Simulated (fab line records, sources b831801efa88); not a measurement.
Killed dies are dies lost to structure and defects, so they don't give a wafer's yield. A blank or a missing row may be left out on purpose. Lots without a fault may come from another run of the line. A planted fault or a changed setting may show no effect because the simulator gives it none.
fab line records | flow sky130
record lots=13 wafers=36 last_day=50
route steps=708 shown SD_N@350 LI_CONTACT@363 CONTACT@408
lots that met no fault: from a run of the same line without faults
start_h: hours from the record's first day to the start of the lot's first wafer shown | wait_h: hours since the lot's step before | " the same as in the row above | L1.1+2: a row that stands for several wafers | - no value, or no start given | * or withheld: withheld | < > ~ a bound
route shown NAME@n: a module of which the file shows steps, and the number in the route of the first | usual: mean/standard deviation of fault-free wafers | same: alike in all rows | chamber/n: place in a boat | sites: the reading at each site | _std_site: their standard deviation | _edge_site: outer sites' mean less inner sites' | radius_mm: how far each site lies from the wafer's centre | mask NAME#n: copy n | behind: the tool/chamber that last shaped the wafer | hold: why the lot was held/for how many hours/how that ended | device: the transistor (n, p or np) that didn't switch | end of line: the same wafers' tests at the end of the route | a step without rows: its recipe alone | killed: dies lost to structure and defects at the first sort, not the wafer's yield | map: a wafer's dies, x killed, . not, _ none there
set.NAME: the setting as run; set.NAME@STEP: as run at that earlier step | model.NAME: the simulator's own value behind a step, which no gauge read
steps of the route over a sample of lots; a table a step, a row a wafer
services: from which hour (start_h, from the record's first day; less than 0 if before it) a tool's chamber was out of use, for how many hours, and why
## steps
# step SKY_SD_N_OVL_MEAS_08
# usual SD_N_OVL=-0.1/1.6
# columns lot.wafer tool chamber start_h wait_h SD_N_OVL[nm]
L531.1 overlay-02 - 645.15 0.1 0.9
L531.4 " - " " -0.4
L531.5 " - " " -0.3
L532.3 overlay-01 - 648.77 0.1 0.3
L532.4 " - " " 1.0
L532.5 " - " " 1.2
L533.3 overlay-01 - 666.33 0.1 -1.1
L533.4 " - " " 0.5
L533.6 " - " " -0.2
L535.2 overlay-02 - 680.01 0.1 1.6
L535.4 " - " " 0.0
L535.6 " - " " 1.1
L539.4 overlay-01 - 711.93 0.1 -1.9
L539.6 " - " " -0.3
L541.5 overlay-01 - 728.05 0.0 -2.1
L541.6 " - " " -2.4
L543.1 overlay-01 - 747.10 0.1 -3.3
L543.6 " - " " -1.0
L546.1 overlay-02 - 769.27 0.1 1.5
L546.3 " - " " 0.2
L546.6 " - " " 1.3
L549.1 overlay-02 - 796.41 0.1 2.7
L549.3 " - " " 0.8
L549.5 " - " " 1.5
L551.1 overlay-02 - 808.15 0.1 1.9
L551.2 " - " " 2.1
L551.4 " - " " 1.9
L552.4 overlay-01 - 815.39 0.1 -1.8
L552.5 " - " " -0.1
L552.6 " - " " -1.9
L553.2 overlay-02 - 823.11 0.1 1.3
L553.4 " - " " -0.8
L553.6 " - " " 1.6
L554.1 overlay-01 - 834.82 0.1 1.3
L554.4 " - " " 0.3
L554.5 " - " " 1.3
# step SKY_LI_CONTACT_THK_MEAS_01
# recipe reads=PSG_of_LI_CONTACT_HDPCVD_00
# usual LI_CONTACT_HDPCVD_THK=932/9.2
# columns lot.wafer tool chamber start_h wait_h LI_CONTACT_HDPCVD_THK[nm]
L531.1 film_metro-03 - 646.35 0.1 934
L531.4 " - " " 928
L531.5 " - " " 933
L532.3 film_metro-04 - 649.97 0.1 927
L532.4 " - " " 930
L532.5 " - " " 927
L533.3 film_metro-04 - 667.54 0.1 933
L533.4 " - " " 933
L533.6 " - " " 928
L535.2 film_metro-04 - 681.21 0.1 918
L535.4 " - " " 922
L535.6 " - " " 926
L539.4 film_metro-03 - 713.14 0.0 934
L539.6 " - " " 943
L541.5 film_metro-02 - 729.26 0.0 927
L541.6 " - " " 935
L543.1 film_metro-02 - 748.31 0.1 936
L543.6 " - " " 921
L546.1 film_metro-03 - 770.48 0.1 935
L546.3 " - " " 937
L546.6 " - " " 937
L549.1 film_metro-03 - 797.61 0.1 934
L549.3 " - " " 929
L549.5 " - " " 933
L551.1 film_metro-02 - 809.35 0.1 940
L551.2 " - " " 940
L551.4 " - " " 937
L552.4 film_metro-04 - 816.60 0.0 946
L552.5 " - " " 942
L552.6 " - " " 964
L553.2 film_metro-03 - 824.32 0.1 946
L553.4 " - " " 940
L553.6 " - " " 934
L554.1 film_metro-03 - 836.02 0.1 941
L554.4 " - " " 926
L554.5 " - " " 924
# step SKY_LI_CONTACT_CMP_24
# recipe stop_on=PSG t_overpolish_s=20 down_force_psi=3.5 platen_rpm=60 target_thk_nm=0 pad_velocity_m_s=0.94248
# usual motor_current_A=10.8/1.1 overpolish_run_s=20.000/0.0089 slurry_flow_ml_min=150.0/0.47 time_to_endpoint_s=97/3.6
# columns lot.wafer tool chamber start_h wait_h motor_current_A overpolish_run_s slurry_flow_ml_min time_to_endpoint_s
L531.4 cmp-02 0 676.68 0.0 9.5 20.009 150.4 101
L531.1 " 3 " " 11.5 19.997 149.7 100
L531.5 " 1 " " 10.8 20.009 150.7 104
L532.4 cmp-02 1 680.25 0.1 11.5 19.996 148.5 96
L532.3 " 2 " " 10.4 20.000 150.1 98
L532.5 " 3 " " 11.2 19.992 150.4 96
L533.3 cmp-01 1 697.03 0.1 9.9 20.002 150.0 102
L533.4 " 3 " " 12.8 19.992 149.5 97
L533.6 " 2 " " 11.1 19.990 149.9 99
L535.4 cmp-01 1 711.31 0.1 9.9 20.000 149.3 92
L535.2 " 3 " " 12.5 20.000 149.6 92
L535.6 " 0 " " 10.4 19.993 150.4 93
L539.4 cmp-01 2 742.66 0.2 10.6 20.007 149.7 100
L539.6 " 0 " " 9.9 20.003 149.6 99
L541.6 cmp-02 1 758.44 0.2 11.7 20.000 150.0 99
L541.5 " 2 " " 10.4 19.995 149.6 101
L543.1 cmp-01 1 776.58 0.1 9.4 19.991 150.1 92
L543.6 " 2 " " 10.4 20.017 150.1 92
L546.1 cmp-01 1 797.90 0.1 9.2 20.011 149.4 99
L546.3 " 0 " " 10.1 19.988 150.3 96
L546.6 " 1 " " 9.9 20.006 150.5 92
L549.1 cmp-02 2 825.07 0.1 11.0 20.001 150.2 101
L549.3 " 3 " " 12.2 20.006 150.0 97
L549.5 " 3 " " 11.2 20.016 149.7 98
L551.2 cmp-01 0 836.67 0.0 10.1 20.002 149.8 96
L551.1 " 1 " " 9.7 19.963 150.0 99
L551.4 " 2 " " 10.7 20.025 149.7 100
L552.4 cmp-01 0 844.28 0.1 10.6 20.004 150.3 95
L552.5 " 3 " " 12.9 20.005 149.6 92
L552.6 " 0 " " 10.4 19.993 150.1 98
L553.2 cmp-01 3 852.12 0.1 11.8 20.008 150.2 98
L553.4 " 0 " " 9.7 20.007 149.5 94
L553.6 " 2 " " 10.5 20.018 149.7 99
L554.4 cmp-02 1 863.03 0.0 12.0 20.005 150.6 98
L554.1 " 3 " " 11.5 19.985 149.7 102
L554.5 " 1 " " 11.3 19.999 150.7 98
# step SKY_CONTACT_HDPCVD_02
# recipe material=SiO2 target_thk_nm=565 sigma_open_frac=0.3 time_s=94.2 temp_c=600 sih4_flow_sccm=60 pressure_mtorr=6
# columns lot.wafer tool chamber start_h wait_h
L531.1+4+5 hdpcvd-02 0,2,1 706.88 0.1
L532.3+4+5 hdpcvd-02 0,2,0 709.80 0.0
L533.3+4+6 hdpcvd-01 0,2,1 726.33 0.0
L535.2+4+6 hdpcvd-02 2,0,2 740.66 0.0
L539.4+6 hdpcvd-01 2,1 770.92 0.1
L541.5+6 hdpcvd-01 0,1 786.42 0.0
L543.1+6 hdpcvd-01 2 804.79 0.1
L546.1+3+6 hdpcvd-02 0,2,1 825.36 0.1
L549.1+3+5 hdpcvd-02 0,2,0 852.41 0.1
L551.1+2+4 hdpcvd-02 0,2,2 864.04 0.1
L552.4+5+6 hdpcvd-01 2,0,1 872.01 0.1
L553.2+4+6 hdpcvd-02 0,0,1 879.37 0.0
L554.1+4+5 hdpcvd-01 2,0,2 890.43 0.1
# step SKY_CONTACT_THK_MEAS_03
# recipe reads=SiO2_of_CONTACT_HDPCVD_02
# usual CONTACT_HDPCVD_THK=566/5.1
# columns lot.wafer tool chamber start_h wait_h CONTACT_HDPCVD_THK[nm]
L531.1 film_metro-02 - 706.95 0.0 572
L531.4 " - " " 564
L531.5 " - " " 564
L532.3 film_metro-01 - 709.89 0.1 566
L532.4 " - " " 564
L532.5 " - " " 568
L533.3 film_metro-01 - 726.42 0.1 560
L533.4 " - " " 561
L533.6 " - " " 561
L535.2 film_metro-01 - 740.74 0.0 561
L535.4 " - " " 566
L535.6 " - " " 569
L539.4 film_metro-01 - 770.98 0.0 568
L539.6 " - " " 1016
L541.5 film_metro-02 - 786.50 0.0 1016
L541.6 " - " " 1015
L543.1 film_metro-04 - 804.86 0.0 567
L543.6 " - " " 1017
L546.1 film_metro-01 - 825.43 0.0 565
L546.3 " - " " 569
L546.6 " - " " 567
L549.1 film_metro-02 - 852.52 0.1 576
L549.3 " - " " 577
L549.5 " - " " 579
L551.1 film_metro-04 - 864.14 0.1 569
L551.2 " - " " 566
L551.4 " - " " 567
L552.4 film_metro-02 - 872.08 0.0 567
L552.5 " - " " 563
L552.6 " - " " 565
L553.2 film_metro-02 - 879.45 0.0 575
L553.4 " - " " 565
L553.6 " - " " 568
L554.1 film_metro-02 - 890.50 0.0 570
L554.4 " - " " 573
L554.5 " - " " 568
# step SKY_CONTACT_CMP_04
# recipe material=SiO2 down_force_psi=4 platen_rpm=60 pad_velocity_m_s=0.94248
# usual motor_current_A=11.7/1.1 slurry_flow_ml_min=150.1/0.49 time_to_endpoint_s=84/3.6
# columns lot.wafer tool chamber start_h wait_h motor_current_A slurry_flow_ml_min time_to_endpoint_s
L531.1 cmp-01 1 707.06 0.1 10.7 149.3 79
L531.4 " 3 " " 12.4 150.8 80
L531.5 " 1 " " 10.2 150.3 81
L532.4 cmp-02 1 709.93 0.0 13.1 150.0 81
L532.3 " 0 " " 10.5 150.1 84
L532.5 " 2 " " 11.7 150.1 85
L533.4 cmp-02 3 726.46 0.0 11.9 149.5 82
L533.3 " 0 " " 10.2 150.5 84
L533.6 " 0 " " 10.5 149.8 86
L535.2 cmp-01 3 740.84 0.1 13.0 149.4 88
L535.4 " 0 " " 11.6 150.2 85
L535.6 " 3 " " 14.0 150.3 88
L539.4 cmp-01 1 771.11 0.1 10.7 149.5 79
L539.6 " 3 " " 14.1 150.0 237
L541.6 cmp-02 0 786.72 0.2 10.3 150.5 247
L541.5 " 1 " " 12.8 150.1 244
L543.1 cmp-02 2 804.92 0.1 11.8 150.5 88
L543.6 " 2 " " 11.4 150.2 251
L546.1 cmp-01 3 825.59 0.1 13.5 149.3 82
L546.3 " 0 " " 11.2 150.7 82
L546.6 " 2 " " 11.4 150.2 84
L549.1 cmp-02 0 852.63 0.1 10.4 149.8 90
L549.3 " 2 " " 11.2 149.8 91
L549.5 " 3 " " 12.7 149.9 91
L551.1 cmp-01 1 864.20 0.1 10.7 150.7 84
L551.4 " 2 " " 11.4 150.8 81
L551.2 " 3 " " 13.6 149.6 83
L552.4 cmp-01 3 872.11 0.0 14.5 149.8 85
L552.6 " 3 " " 13.8 150.4 84
L552.5 " 0 " " 11.7 150.2 83
L553.2 cmp-02 1 879.55 0.1 12.3 150.1 88
L553.4 " 3 " " 11.7 150.1 82
L553.6 " 1 " " 12.3 149.5 86
L554.4 cmp-01 1 890.56 0.0 10.4 149.1 87
L554.1 " 2 " " 11.4 150.3 85
L554.5 " 2 " " 11.5 150.0 88
## services
# columns tool chamber start_h hours kind
hdpcvd-02 - 679.26 0.8 pm
hdpcvd-02 - 687.77 2.8 pm
cmp-02 - 687.92 4.6 pm
cmp-01 - 690.04 0.7 repair
hdpcvd-02 - 699.12 6.0 pm
cmp-02 - 742.97 2.0 repair
cmp-01 - 745.95 0.4 repair
cmp-01 - 747.32 4.0 pm
cmp-01 - 751.32 - consumable_replace:conditioner
cmp-01 - 751.32 - consumable_replace:pad
cmp-02 - 778.22 2.4 repair
hdpcvd-02 0 787.72 21.1 repair
cmp-01 - 793.64 0.8 repair
cmp-02 - 812.36 0.7 repair
cmp-02 - 813.61 0.7 repair
cmp-02 - 818.84 4.5 repair
hdpcvd-01 - 828.69 2.8 pm
cmp-02 - 829.30 10.2 pm
cmp-02 - 840.83 2.5 repair
hdpcvd-02 1 849.22 19.8 repair
hdpcvd-01 - 855.02 2.8 repair
cmp-01 - 855.69 1.4 repair
cmp-02 - 863.40 0.8 repair
hdpcvd-02 - 881.68 1.6 repair
## key
first_sign step=SKY_CONTACT_THK_MEAS_03 reading=CONTACT_HDPCVD_THK direction=up sigmas=88 usual=566 struck=1016
effect step=SKY_CONTACT_CMP_04 reading=time_to_endpoint_s direction=up sigmas=44 usual=* struck=*
met_at SKY_CONTACT_HDPCVD_02
struck_lots L539,L541,L543
struck_wafers L539.6,L541.5,L541.6,L543.6
tester_left_out L539,L541,L543
not_acting_at SKY_SD_N_OVL_MEAS_08,SKY_LI_CONTACT_THK_MEAS_01,SKY_LI_CONTACT_CMP_24
onset_between 726.33 770.92
fault kind=process_parameter_drift tool=hdpcvd-01 chamber=- onset_h=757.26 steps=SKY_CONTACT_HDPCVD_02 channel=target_thk_nm offset=455.58 shape=step end_h=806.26 scope=struck_wafers_only acts_in=these_recipes_only stated=565
# tester_left_out: of these lots the tester's yield and bins aren't shown, on N5 and GAA mostly nor the transistor test; their killed dies are dies lost to structure and defects alone, not to doping, threshold or leakage, so they don't give the yield
